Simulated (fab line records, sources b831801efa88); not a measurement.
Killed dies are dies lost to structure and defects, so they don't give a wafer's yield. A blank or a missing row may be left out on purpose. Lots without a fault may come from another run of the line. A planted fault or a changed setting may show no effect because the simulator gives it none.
Which tool did it? | flow sky130 | 9 lots, 27 wafers sampled, at 5 steps of a route of 708

WHAT THE GAUGES READ, wafer by wafer
SKY_METAL2_RS_MEAS_05: measures by four-point-probe. Usual: METAL2_ALCU_RS 0.1269 ohm/sq, standard deviation 0.0013.
lot  | measured     | on            | METAL2_ALCU_RS (ohm/sq)                   | flag
L553 | day 35 17:28 | film_metro-04 | 0.1257 0.1265 0.1273                      |
L555 | day 36 16:43 | film_metro-04 | 0.1279 0.1259 0.1272                      |
L564 | day 39 07:40 | film_metro-03 | 0.1255 0.1822 0.1262 0.1256 0.1828 0.1260 | OFF
L565 | day 39 08:50 | film_metro-04 | 0.1243 0.1260 0.1240                      |
L566 | day 39 23:14 | film_metro-04 | 0.1253 0.1848 0.1273 0.1254 0.1849 0.1275 | OFF
L568 | day 40 09:16 | film_metro-03 | 0.1879 0.1293 0.1286 0.1877 0.1298 0.1282 | OFF
L570 | day 41 00:00 | film_metro-03 | 0.1269 0.1287 0.1849 0.1268 0.1287 0.1847 | OFF
L572 | day 41 16:50 | film_metro-03 | 0.1269 0.1282 0.1280                      |
L574 | day 42 03:38 | film_metro-03 | 0.1298 0.1297 0.1296                      |

SKY_METAL2_THK_MEAS_06: measures by xrf. Usual: METAL2_ALCU_THK 253.2 nm, standard deviation 2.8.
lot  | measured     | on            | METAL2_ALCU_THK (nm)                | flag
L553 | day 35 17:35 | film_metro-04 | 258.6 255.3 254.2                   |
L555 | day 36 16:48 | film_metro-04 | 250.9 257.0 251.6                   |
L564 | day 39 09:16 | film_metro-03 | 254.5 200.7 253.4 253.5 200.1 252.3 | OFF
L565 | day 39 08:57 | film_metro-04 | 259.1 254.1 259.2                   |
L566 | day 40 03:02 | film_metro-04 | 257.1 199.6 251.7 256.3 199.0 253.0 | OFF
L568 | day 40 14:37 | film_metro-03 | 195.6 248.4 249.1 194.2 249.2 249.1 | OFF
L570 | day 41 01:29 | film_metro-03 | 252.4 248.0 195.1 253.1 249.1 196.3 | OFF
L572 | day 41 16:58 | film_metro-03 | 253.3 251.0 249.5                   |
L574 | day 42 03:45 | film_metro-03 | 246.7 248.0 248.2                   |

WHICH TOOL RAN EACH LOT (tool, then ch and the chambers of the sampled wafers, then the start)
lot  | SKY_VIA1_ETCH_14                   | SKY_VIA1_CMP_24               | SKY_METAL2_SPUTTER_02
L553 | rie_diel-01 ch 0,1, day 35 15:58   | cmp-02 ch 2,3, day 35 17:04   | pvd_sputter-04, day 35 17:22
L555 | rie_diel-01 ch 2,3, day 36 15:03   | cmp-02 ch 0,1,3, day 36 16:22 | pvd_sputter-04, day 36 16:34
L564 | rie_diel-01 ch 2,3, day 39 06:10   | cmp-01 ch 2,3, day 39 07:15   | pvd_sputter-04, day 39 07:33
L565 | rie_diel-03 ch 2,3, day 39 07:19   | cmp-02 ch 1,2, day 39 08:26   | pvd_sputter-02, day 39 08:44
L566 | rie_diel-03 ch 0,2,3, day 39 21:46 | cmp-02 ch 0,2,3, day 39 22:48 | pvd_sputter-04, day 39 23:09
L568 | rie_diel-01 ch 0,1,3, day 40 07:46 | cmp-02 ch 0,1,3, day 40 08:48 | pvd_sputter-04, day 40 09:09
L570 | rie_diel-01 ch 0,2, day 40 22:22   | cmp-02 ch 0,1,3, day 40 23:25 | pvd_sputter-04, day 40 23:49
L572 | rie_diel-03 ch 2,3, day 41 15:22   | cmp-02 ch 0,3, day 41 16:24   | pvd_sputter-01, day 41 16:44
L574 | rie_diel-03 ch 1,2,3, day 42 01:51 | cmp-02 ch 0,1,2, day 42 03:20 | pvd_sputter-01, day 42 03:31
- SKY_VIA1_ETCH_14: etches BARC in N2/H2, stops on SiO2, time 45.9 s, target depth 60 nm.
- SKY_VIA1_CMP_24: polishes, stops on SiO2, t overpolish 15 s, target thk 0 nm.
- SKY_METAL2_SPUTTER_02: material AlCu, target thk 250 nm, time 13.3 s.

WHAT THE TOOLS THEMSELVES READ (means of the sampled wafers that have a number; where no wafer has one, the mark that the record gives instead)
SKY_VIA1_ETCH_14. Usual: drypump_motor_current_A 5.7 A, standard deviation 0.51; oes_product_au 0.855 a.u., standard deviation 0.0049; throttle_valve_pct 13.226 %, standard deviation 0.0093.
lot  | tool        | drypump_motor_current_A (A) | oes_product_au (a.u.) | throttle_valve_pct (%) | flag
L553 | rie_diel-01 | 5.2                         | 0.854                 | 13.216                 |
L555 | rie_diel-01 | 5.8                         | 0.854                 | 13.226                 |
L564 | rie_diel-01 | 5.6                         | 0.862                 | 13.225                 |
L565 | rie_diel-03 | 5.4                         | 0.853                 | 13.228                 |
L566 | rie_diel-03 | 5.8                         | 0.855                 | 13.214                 |
L568 | rie_diel-01 | 5.5                         | 0.857                 | 13.222                 |
L570 | rie_diel-01 | 5.6                         | 0.850                 | 13.226                 |
L572 | rie_diel-03 | 5.4                         | 0.852                 | 13.215                 |
L574 | rie_diel-03 | 5.5                         | 0.853                 | 13.223                 |

SKY_VIA1_CMP_24. Usual: motor_current_A 11.0 A, standard deviation 1.2; overpolish_run_s 14.999 s, standard deviation 0.0092; time_to_endpoint_s 64.1 s, standard deviation 2.9.
lot  | tool   | motor_current_A (A) | overpolish_run_s (s) | time_to_endpoint_s (s) | flag
L553 | cmp-02 | 12.4                | 15.005               | 68.2                   |
L555 | cmp-02 | 10.5                | 15.003               | 63.3                   |
L564 | cmp-01 | 11.4                | 15.004               | 66.5                   |
L565 | cmp-02 | 11.1                | 15.002               | 63.3                   |
L566 | cmp-02 | 11.8                | 15.004               | 67.7                   |
L568 | cmp-02 | 10.7                | 15.001               | 63.0                   |
L570 | cmp-02 | 10.5                | 15.006               | 66.3                   |
L572 | cmp-02 | 11.0                | 14.988               | 63.3                   |
L574 | cmp-02 | 11.4                | 14.995               | 64.4                   |

SKY_METAL2_SPUTTER_02. Usual: throttle_valve_pct 29.8 %, standard deviation 0.98.
lot  | tool           | throttle_valve_pct (%) | flag
L553 | pvd_sputter-04 | 29.4                   |
L555 | pvd_sputter-04 | 29.8                   |
L564 | pvd_sputter-04 | 29.5                   |
L565 | pvd_sputter-02 | 30.4                   |
L566 | pvd_sputter-04 | 29.5                   |
L568 | pvd_sputter-04 | 30.1                   |
L570 | pvd_sputter-04 | 29.5                   |
L572 | pvd_sputter-01 | 29.6                   |
L574 | pvd_sputter-01 | 29.6                   |

THE ANSWER, worked out from the rows above alone
Rule: a lot is off if the mean of its wafers that have a number lies more than 3 standard deviations from the usual mean. A lot without any number at a reading at which 4 lots or more have one is off too. The other lots that the step has rows for count as sound. The gauges are gone through in route order, then the tools' own readings, and for those a lot's mean is taken as printed above. The first step at which some lot is off is used, and at that step the reading that is off furthest; a lot without a number counts as furthest.
Off: L564, L566, L568, L570, at SKY_METAL2_RS_MEAS_05 (METAL2_ALCU_RS).
A tool fits if, at a process step before that reading, it ran every lot that is off, and no sound lot after the first of them. The gauges at SKY_METAL2_RS_MEAS_05 are tried like those tools. One fits: pvd_sputter-04 at SKY_METAL2_SPUTTER_02. Its last sound lot is L555 (day 36 16:34), its first lot that is off L564 (day 39 07:33): a fault that began between those two fits.

WHAT THE SIMULATOR HAD PUT IN
Site profile drift: pvd_sputter-04, from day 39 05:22 on, at SKY_METAL2_SPUTTER_02. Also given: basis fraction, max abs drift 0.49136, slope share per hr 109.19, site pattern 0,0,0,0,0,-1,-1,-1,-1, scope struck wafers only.
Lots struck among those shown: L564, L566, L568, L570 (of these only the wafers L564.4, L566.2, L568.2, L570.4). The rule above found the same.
